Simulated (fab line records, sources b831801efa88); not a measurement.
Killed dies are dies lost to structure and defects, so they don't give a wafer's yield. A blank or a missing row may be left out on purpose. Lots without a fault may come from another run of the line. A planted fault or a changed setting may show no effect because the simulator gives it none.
Which tool did it? | flow gf180mcu | 13 lots, 39 wafers sampled, at 6 steps of a route of 602

WHAT THE GAUGES READ, wafer by wafer
GF_HV_LDD_THK_MEAS_57. Usual: HV_LDD_CVD_56_THK 89.8 nm, standard deviation 0.99.
lot  | measured     | on            | HV_LDD_CVD_56_THK (nm) | flag
L137 | day 12 12:43 | film_metro-02 | 90.8 89.9 90.8         |
L138 | day 12 20:41 | film_metro-01 | 89.9 89.4 89.3         |
L142 | day 14 02:32 | film_metro-01 | 90.4 90.3 90.3         |
L143 | day 14 11:42 | film_metro-03 | 89.4 89.1 89.1         |
L144 | day 14 17:28 | film_metro-03 | 89.3 89.5 89.4         |
L145 | day 15 03:26 | film_metro-03 | 90.0 89.9 90.1         |
L146 | day 15 12:01 | film_metro-03 | 84.6 83.6 83.4         | OFF
L148 | day 16 07:25 | film_metro-01 | 82.5 82.2 82.6         | OFF
L153 | day 17 22:17 | film_metro-02 | 89.6 90.4 90.7         |
L155 | day 18 11:53 | film_metro-01 | 90.9 90.6 90.2         |
L156 | day 18 19:20 | film_metro-02 | 89.2 88.8 89.2         |
L157 | day 19 06:44 | film_metro-02 | 88.4 89.8 89.8         |
L160 | day 20 02:02 | film_metro-01 | 88.8 88.4 88.4         |

GF_M3_OVL_MEAS_15. Usual: M3_OVL 3 nm, standard deviation 5.5.
lot  | measured     | on         | M3_OVL (nm) | flag
L137 | day 21 07:43 | overlay-01 | 8 8 0       |
L138 | day 21 16:24 | overlay-02 | 7 5 4       |
L142 | day 23 06:47 | overlay-01 | 3 -1 8      |
L143 | day 23 16:00 | overlay-01 | 11 15 14    |
L144 | day 23 20:02 | overlay-01 | 6 7 0       |
L145 | day 24 07:09 | overlay-02 | -3 2 0      |
L146 | day 24 16:09 | overlay-02 | 11 7 12     |
L148 | day 25 11:12 | overlay-01 | 9 2 3       |
L153 | day 26 23:03 | overlay-02 | 3 3 10      |
L155 | day 27 08:47 | overlay-01 | 6 5 6       |
L156 | day 27 17:20 | overlay-02 | -3 1 6      |
L157 | day 28 00:14 | overlay-01 | -2 -9 -5    |
L160 | day 28 16:53 | overlay-01 | 3 4 3       |

WHICH TOOL RAN EACH LOT (tool, then ch and the chambers of the sampled wafers, then the start)
lot  | GF_HV_LDD_CVD_56            | GF_HV_LDD_ETCHBACK_58              | GF_M1_SPUTTER_00             | GF_M1_SPUTTER_01
L137 | lpcvd-02 ch 0, day 12 11:17 | rie_diel-04 ch 0,2,3, day 12 12:47 | pvd_sputter-03, day 16 02:38 | pvd_sputter-03, day 16 02:44
L138 | lpcvd-01 ch 0, day 12 19:15 | rie_diel-01 ch 0,3, day 12 20:44   | pvd_sputter-03, day 16 12:44 | pvd_sputter-03, day 16 12:50
L142 | lpcvd-02 ch 1, day 14 00:22 | rie_diel-03 ch 0,1,2, day 14 02:34 | pvd_sputter-01, day 18 00:35 | pvd_sputter-01, day 18 00:41
L143 | lpcvd-01 ch 0, day 14 10:16 | rie_diel-01 ch 1,2,3, day 14 11:45 | pvd_sputter-02, day 18 10:33 | pvd_sputter-02, day 18 10:39
L144 | lpcvd-02 ch 0, day 14 16:02 | rie_diel-03 ch 1,2,3, day 14 17:31 | pvd_sputter-01, day 18 16:11 | pvd_sputter-01, day 18 16:17
L145 | lpcvd-01 ch 0, day 15 01:59 | rie_diel-04 ch 0,3, day 15 03:29   | pvd_sputter-02, day 19 02:11 | pvd_sputter-02, day 19 02:17
L146 | lpcvd-01 ch 1, day 15 10:34 | rie_diel-04 ch 2,3, day 15 12:03   | pvd_sputter-01, day 19 12:42 | pvd_sputter-01, day 19 12:48
L148 | lpcvd-01 ch 1, day 16 05:58 | rie_diel-01 ch 0,1,2, day 16 07:28 | pvd_sputter-01, day 20 09:52 | pvd_sputter-01, day 20 09:58
L153 | lpcvd-02 ch 0, day 17 20:51 | rie_diel-03 ch 0,1, day 17 22:20   | pvd_sputter-03, day 22 02:20 | pvd_sputter-03, day 22 02:26
L155 | lpcvd-02 ch 1, day 18 10:28 | rie_diel-01 ch 1,2,3, day 18 11:57 | pvd_sputter-03, day 22 15:49 | pvd_sputter-03, day 22 15:55
L156 | lpcvd-01 ch 1, day 18 17:55 | rie_diel-03 ch 0,2, day 18 19:24   | pvd_sputter-02, day 22 23:18 | pvd_sputter-02, day 22 23:25
L157 | lpcvd-01 ch 0, day 19 05:17 | rie_diel-03 ch 1,2,3, day 19 06:47 | pvd_sputter-02, day 23 09:18 | pvd_sputter-02, day 23 09:24
L160 | lpcvd-01 ch 1, day 20 00:35 | rie_diel-04 ch 0,2,3, day 20 02:07 | pvd_sputter-01, day 24 03:14 | pvd_sputter-01, day 24 03:21
- GF_HV_LDD_CVD_56: deposits Si3N4 from DCS/NH3, target thk 90 nm, time 1543 s.
- GF_HV_LDD_ETCHBACK_58: etches Si3N4 in CH3F/O2, stops on SiO2, time 100 s, target depth 90 nm.
- GF_M1_SPUTTER_00: material Ti, target thk 37.5 nm, time 150 s.
- GF_M1_SPUTTER_01: material TiN, target thk 30 nm, time 25 s.

WHAT THE TOOLS THEMSELVES READ (means of the sampled wafers that have a number; where no wafer has one, the mark that the record gives instead)
GF_HV_LDD_ETCHBACK_58. Usual: drypump_motor_current_A 5.9 A, standard deviation 0.36; oes_product_au 0.842 a.u., standard deviation 0.0067; throttle_valve_pct 10.561 %, standard deviation 0.0088.
lot  | tool        | drypump_motor_current_A (A) | oes_product_au (a.u.) | throttle_valve_pct (%) | flag
L137 | rie_diel-04 | 5.8                         | 0.845                 | 10.564                 |
L138 | rie_diel-01 | 5.7                         | 0.836                 | 10.561                 |
L142 | rie_diel-03 | 6.0                         | 0.846                 | 10.573                 |
L143 | rie_diel-01 | 5.9                         | 0.840                 | 10.560                 |
L144 | rie_diel-03 | 5.9                         | 0.842                 | 10.552                 |
L145 | rie_diel-04 | 5.9                         | 0.841                 | 10.559                 |
L146 | rie_diel-04 | 5.8                         | 0.814                 | 10.548                 | OFF
L148 | rie_diel-01 | 5.9                         | 0.805                 | 10.548                 | OFF
L153 | rie_diel-03 | 5.9                         | 0.843                 | 10.567                 |
L155 | rie_diel-01 | 5.9                         | 0.848                 | 10.561                 |
L156 | rie_diel-03 | 5.9                         | 0.837                 | 10.555                 |
L157 | rie_diel-03 | 6.0                         | 0.838                 | 10.561                 |
L160 | rie_diel-04 | 5.7                         | 0.834                 | 10.572                 |

GF_M1_SPUTTER_00. Usual: throttle_valve_pct 29.8 %, standard deviation 1.2.
lot  | tool           | throttle_valve_pct (%) | flag
L137 | pvd_sputter-03 | 30.0                   |
L138 | pvd_sputter-03 | 30.3                   |
L142 | pvd_sputter-01 | 28.0                   |
L143 | pvd_sputter-02 | 30.4                   |
L144 | pvd_sputter-01 | 29.8                   |
L145 | pvd_sputter-02 | 30.3                   |
L146 | pvd_sputter-01 | 28.5                   |
L148 | pvd_sputter-01 | 28.0                   |
L153 | pvd_sputter-03 | 30.4                   |
L155 | pvd_sputter-03 | 30.2                   |
L156 | pvd_sputter-02 | 30.1                   |
L157 | pvd_sputter-02 | 29.9                   |
L160 | pvd_sputter-01 | 31.2                   |

GF_M1_SPUTTER_01. Usual: throttle_valve_pct 29.8 %, standard deviation 1.2.
lot  | tool           | throttle_valve_pct (%) | flag
L137 | pvd_sputter-03 | 30.2                   |
L138 | pvd_sputter-03 | 30.4                   |
L142 | pvd_sputter-01 | 27.9                   |
L143 | pvd_sputter-02 | 30.4                   |
L144 | pvd_sputter-01 | 29.7                   |
L145 | pvd_sputter-02 | 30.1                   |
L146 | pvd_sputter-01 | 28.5                   |
L148 | pvd_sputter-01 | 28.0                   |
L153 | pvd_sputter-03 | 30.1                   |
L155 | pvd_sputter-03 | 30.2                   |
L156 | pvd_sputter-02 | 30.0                   |
L157 | pvd_sputter-02 | 30.0                   |
L160 | pvd_sputter-01 | 31.1                   |

THE ANSWER, worked out from the rows above alone
Rule: a lot is off if the mean of its wafers that have a number lies more than 3 standard deviations from the usual mean. A lot without any number at a reading at which 4 lots or more have one is off too. The other lots that the step has rows for count as sound. The gauges are gone through in route order, then the tools' own readings, and for those a lot's mean is taken as printed above. The first step at which some lot is off is used, and at that step the reading that is off furthest; a lot without a number counts as furthest.
Off: L146, L148, at GF_HV_LDD_THK_MEAS_57 (HV_LDD_CVD_56_THK).
A tool fits if, at a process step before that reading, it ran every lot that is off, and no sound lot after the first of them. The gauges at GF_HV_LDD_THK_MEAS_57 aren't tried: what is off there is off at GF_HV_LDD_ETCHBACK_58 too, on other tools, and a gauge's error can't cause that. None of those tried fits.

WHAT THE SIMULATOR HAD PUT IN
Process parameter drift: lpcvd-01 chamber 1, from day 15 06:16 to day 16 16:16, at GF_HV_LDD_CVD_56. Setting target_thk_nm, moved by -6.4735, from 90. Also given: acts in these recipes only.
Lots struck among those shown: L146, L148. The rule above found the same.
